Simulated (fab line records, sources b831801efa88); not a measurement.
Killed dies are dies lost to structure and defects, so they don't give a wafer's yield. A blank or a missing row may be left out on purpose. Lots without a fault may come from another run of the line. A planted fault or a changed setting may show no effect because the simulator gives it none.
Which tool did it? | flow sky130 | 11 lots, 33 wafers sampled, at 4 steps of a route of 708

WHAT THE GAUGES READ, wafer by wafer
SKY_SONOS_ONO_THK_MEAS_03.
lot  | measured     | on            | SONOS_ONO_CVD_02_THK (nm)
L447 | day 11 05:42 | film_metro-04 | 10.35 10.27 10.26
L448 | day 11 22:34 | film_metro-03 | 10.12 10.04 10.13
L449 | day 12 10:28 | film_metro-03 | 10.38 10.37 10.37
L450 | day 12 16:25 | film_metro-04 | 10.41 10.47 10.37
L451 | day 13 02:58 | film_metro-03 | 10.26 10.48 10.40
L452 | day 13 08:05 | film_metro-03 | 10.51 10.61 10.57
L453 | day 13 16:46 | film_metro-03 | 10.24 10.13 10.23
L460 | day 16 02:08 | film_metro-01 | 10.68 10.63 10.72
L461 | day 16 06:20 | film_metro-03 | 10.54 10.56 10.63
L469 | day 18 23:11 | film_metro-01 | 10.38 10.51 10.38
L470 | day 19 04:50 | film_metro-03 | 10.45 10.50 10.45

SKY_POLY_GATE_THK_MEAS_01.
lot  | measured     | on            | POLY_GATE_CVD_00_THK (nm)
L447 | day 13 12:56 | film_metro-01 | 181.3 182.7 183.3
L448 | day 14 08:33 | film_metro-04 | 179.5 179.6 179.5
L449 | day 14 22:59 | film_metro-02 | 177.3 177.0 176.1
L450 | day 15 05:59 | film_metro-02 | 177.0 178.2 176.5
L451 | day 15 13:26 | film_metro-04 | 178.8 178.9 181.1
L452 | day 15 20:34 | film_metro-02 | 180.2 179.5 179.2
L453 | day 16 04:44 | film_metro-02 | 179.3 178.0 179.7
L460 | day 18 19:58 | film_metro-02 | 108.2 107.5 107.9
L461 | day 19 01:49 | film_metro-01 | 108.6 108.3 107.3
L469 | day 21 18:34 | film_metro-02 | 184.0 183.4 183.6
L470 | day 21 23:56 | film_metro-01 | 181.2 180.9 180.3

WHICH TOOL RAN EACH LOT (tool, then ch and the chambers of the sampled wafers, then the start)
lot  | SKY_VT_ADJUST_NCORE_STRIP_10         | SKY_POLY_GATE_CVD_00
L447 | plasma_asher-04 ch 0,1, day 8 09:34  | lpcvd-01 ch 0, day 13 11:44
L448 | plasma_asher-01 ch 1, day 9 00:01    | lpcvd-01 ch 1, day 14 07:20
L449 | plasma_asher-01 ch 0, day 9 07:34    | lpcvd-01 ch 0, day 14 21:47
L450 | plasma_asher-04 ch 0,1, day 9 14:56  | lpcvd-01 ch 1, day 15 04:47
L451 | plasma_asher-01 ch 0,1, day 9 23:22  | lpcvd-01 ch 0, day 15 12:13
L452 | plasma_asher-04 ch 0,1, day 10 03:47 | lpcvd-01 ch 0, day 15 19:22
L453 | plasma_asher-04 ch 0,1, day 10 11:41 | lpcvd-01 ch 0, day 16 03:32
L460 | plasma_asher-01 ch 0,1, day 12 15:50 | lpcvd-01 ch 0, day 18 18:46
L461 | plasma_asher-03 ch 0,1, day 12 19:11 | lpcvd-01 ch 1, day 19 00:37
L469 | plasma_asher-04 ch 0,1, day 15 03:14 | lpcvd-01 ch 0, day 21 17:21
L470 | plasma_asher-04 ch 0,1, day 15 07:52 | lpcvd-01 ch 0, day 21 22:44
- SKY_VT_ADJUST_NCORE_STRIP_10: strips in O2/N2.
- SKY_POLY_GATE_CVD_00: deposits poly-Si, target thk 180 nm, time 720 s.

WHAT THE TOOLS THEMSELVES READ (means of the sampled wafers that have a number; where no wafer has one, the mark that the record gives instead)
SKY_VT_ADJUST_NCORE_STRIP_10.
lot  | tool            | drypump_motor_current_A (A) | oes_product_au (a.u.) | strip_time_to_endpoint_s (s)
L447 | plasma_asher-04 | 5.3                         | 0.716                 | 14.19
L448 | plasma_asher-01 | 5.6                         | 0.715                 | 14.23
L449 | plasma_asher-01 | 5.7                         | 0.713                 | 14.22
L450 | plasma_asher-04 | 5.3                         | 0.720                 | 14.23
L451 | plasma_asher-01 | 5.7                         | 0.718                 | 14.20
L452 | plasma_asher-04 | 5.3                         | 0.711                 | 14.26
L453 | plasma_asher-04 | 5.7                         | 0.711                 | 14.18
L460 | plasma_asher-01 | 5.6                         | 0.717                 | 14.20
L461 | plasma_asher-03 | 5.4                         | 0.716                 | 14.22
L469 | plasma_asher-04 | 5.3                         | 0.714                 | 14.17
L470 | plasma_asher-04 | 5.7                         | 0.711                 | 14.11

SKY_POLY_GATE_CVD_00.
lot  | tool     | spike_tc_lower_C (C)
L447 | lpcvd-01 | 620.7
L448 | lpcvd-01 | 620.5
L449 | lpcvd-01 | 620.4
L450 | lpcvd-01 | 619.9
L451 | lpcvd-01 | 619.4
L452 | lpcvd-01 | 620.7
L453 | lpcvd-01 | 619.7
L460 | lpcvd-01 | 620.6
L461 | lpcvd-01 | 620.7
L469 | lpcvd-01 | 619.7
L470 | lpcvd-01 | 619.5

THE ANSWER, worked out from the rows above alone
Rule: what is usual is taken from the lots themselves. Put in order of their means at a reading, lots are off if they are a third of the lots or fewer, leave a main group of 4 or more, and stand apart from it by a gap of 3 or more times the standard deviation of the main group's means; of several such gaps the widest counts. A main group whose means are all the same, to the digits that the tables above print for the reading, isn't used. A lot without any number at a reading at which 4 lots or more have one is off too. The other lots that the step has rows for count as sound. The gauges are gone through in route order, then the tools' own readings, and for those a lot's mean is taken as printed above. The first step at which some lot is off is used, and at that step the reading that is off furthest; a lot without a number counts as furthest.
Off: L460, L461, at SKY_POLY_GATE_THK_MEAS_01 (POLY_GATE_CVD_00_THK). The main group: mean 179.9 nm, standard deviation 2.1.
A tool fits if, at a process step before that reading, it ran every lot that is off, and no sound lot after the first of them. The gauges at SKY_POLY_GATE_THK_MEAS_01 are tried like those tools. None of those tried fits.

WHAT THE SIMULATOR HAD PUT IN
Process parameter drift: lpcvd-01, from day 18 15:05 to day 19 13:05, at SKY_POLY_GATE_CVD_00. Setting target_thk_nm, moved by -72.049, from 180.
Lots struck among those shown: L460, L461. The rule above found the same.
